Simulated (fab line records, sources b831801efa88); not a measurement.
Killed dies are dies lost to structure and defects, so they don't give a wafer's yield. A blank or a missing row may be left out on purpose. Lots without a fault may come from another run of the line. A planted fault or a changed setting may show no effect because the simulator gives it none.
Chamber matching | flow gf180mcu | GF_V1_CVD_00 on hdpcvd-01: 3 sister chambers
The step deposits SiO2, target thk 600 nm, time 100 s. 16 wafers are shown with their chamber, then 8 later ones without.

WAFERS WITH THEIR CHAMBER
wafer  | chamber | sih4_flow_sccm (sccm)
L609.2 | 0       | 59.83
L609.3 | 2       | 60.14
L609.6 | 2       | 60.31
L611.2 | 0       | 59.99
L611.5 | 2       | 60.15
L611.6 | 1       | 59.93
L624.3 | 0       | 60.31
L624.4 | 1       | 60.02
L624.5 | 0       | 60.37
L626.1 | 2       | 60.03
L626.3 | 0       | 60.27
L626.5 | 0       | 60.24
L627.3 | 1       | 60.13
L627.4 | 0       | 59.58
L627.5 | 2       | 59.94
L628.3 | 0       | 59.89

SIGNATURES (means of the wafers above)
reading        | chamber 0 | chamber 1 | chamber 2 | scatter within a chamber
sih4_flow_sccm | 60.0600   | 60.0267   | 60.1140   | 0.224
Rule: a wafer's distance from a chamber is the root of the sum, over the readings, of the square of ((its reading less the chamber's mean) divided by the reading's scatter). The wafer belongs to the nearest chamber; if the next one is less than 2 further off, it can't be placed. The scatter: the root of (the sum of the squares of (reading less its chamber's mean) over the shown wafers, divided by (wafers less chambers)).

WAFERS WITHOUT THEIR CHAMBER
wafer  | sih4_flow_sccm (sccm)
L628.4 | 59.73
L628.5 | 59.86
L629.4 | 60.38
L629.5 | 60.25
L629.6 | 60.10
L631.3 | 59.75
L631.4 | 59.61
L631.5 | 60.07

WHICH CHAMBER EACH WENT THROUGH
wafer  | from the rows above          | in truth
L628.4 | can't be placed: 1 or 0 or 2 | 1
L628.5 | can't be placed: 1 or 0 or 2 | 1
L629.4 | can't be placed: 2 or 0 or 1 | 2
L629.5 | can't be placed: 2 or 0 or 1 | 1
L629.6 | can't be placed: 2 or 0 or 1 | 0
L631.3 | can't be placed: 1 or 0 or 2 | 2
L631.4 | can't be placed: 1 or 0 or 2 | 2
L631.5 | can't be placed: 0 or 1 or 2 | 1
Placed correctly: 0 of 8. Can't be placed from these rows: 8 (the true chamber is among the candidates in 8). Placed wrongly: 0.
